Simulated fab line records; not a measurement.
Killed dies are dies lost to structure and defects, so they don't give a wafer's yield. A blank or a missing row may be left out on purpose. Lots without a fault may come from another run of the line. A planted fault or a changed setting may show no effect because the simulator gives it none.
Which of the tools did it? -- flow sky130 -- 19 wafers from 7 lots sampled at 2 of the route's 708 steps

== WHAT EACH GAUGE READ, for each wafer ==
SKY_LI_CONTACT_THK_MEAS_01.
lot,measured,on,LI_CONTACT_HDPCVD_THK (nm)
L985,day 28 10:19,film_metro-01,927 923 927
L987,day 29 06:34,film_metro-02,923 925 930
L989,day 29 23:46,film_metro-02,924 929 929
L991,day 30 17:46,film_metro-02,932 949 936
L994,day 31 16:46,film_metro-03,910 512
L997,day 32 10:56,film_metro-03,518 527
L105,day 35 01:53,film_metro-01,939 942 942

== WHAT TOOL EACH LOT RAN ON (gives the tool, then ch and the chambers of the sampled wafers, and finally the start) ==
lot,SKY_LI_CONTACT_HDPCVD_00
L985,"hdpcvd-02 ch 0,1, day 28 10:13"
L987,"hdpcvd-02 ch 1,2, day 29 06:28"
L989,"hdpcvd-01 ch 0,2, day 29 23:40"
L991,"hdpcvd-01 ch 0,1,2, day 30 17:39"
L994,"hdpcvd-01 ch 0,2, day 31 16:40"
L997,"hdpcvd-01 ch 1, day 32 10:49"
L105,"hdpcvd-02 ch 0,1,2, day 35 01:46"
- SKY_LI_CONTACT_HDPCVD_00: deposits PSG, target thk 930 nm, time 155 s.

== THE ANSWER, worked out from the rows above alone ==
Rule: usual is defined by the lots themselves. The widest of any qualifying gaps counts: lots, ordered by their means at a reading, are off when they make up no more than a third of the lots, leave a main group of 4 or more, and stand apart from it by 3 or more times the standard deviation of that group's means. A main group whose means are all the same, to the digits that the tables above print for the reading, isn't used. A lot without any number at a reading at which 4 lots or more have one is off too. The other lots that the step has rows for count as sound.
Off: at SKY_LI_CONTACT_THK_MEAS_01 (LI_CONTACT_HDPCVD_THK), L994, L997. For the main group the mean is 932 nm and the standard deviation 6.7.
A tool fits if, at a process step before that reading, it ran every lot that is off, and no sound lot after the first of them. The gauges at SKY_LI_CONTACT_THK_MEAS_01 are tried like those tools. 2 tools fit, hdpcvd-01 at SKY_LI_CONTACT_HDPCVD_00 and film_metro-03 at SKY_LI_CONTACT_THK_MEAS_01, so this cannot tell which one it is.

== WHAT HAD BEEN PUT IN BY THE SIMULATOR ==
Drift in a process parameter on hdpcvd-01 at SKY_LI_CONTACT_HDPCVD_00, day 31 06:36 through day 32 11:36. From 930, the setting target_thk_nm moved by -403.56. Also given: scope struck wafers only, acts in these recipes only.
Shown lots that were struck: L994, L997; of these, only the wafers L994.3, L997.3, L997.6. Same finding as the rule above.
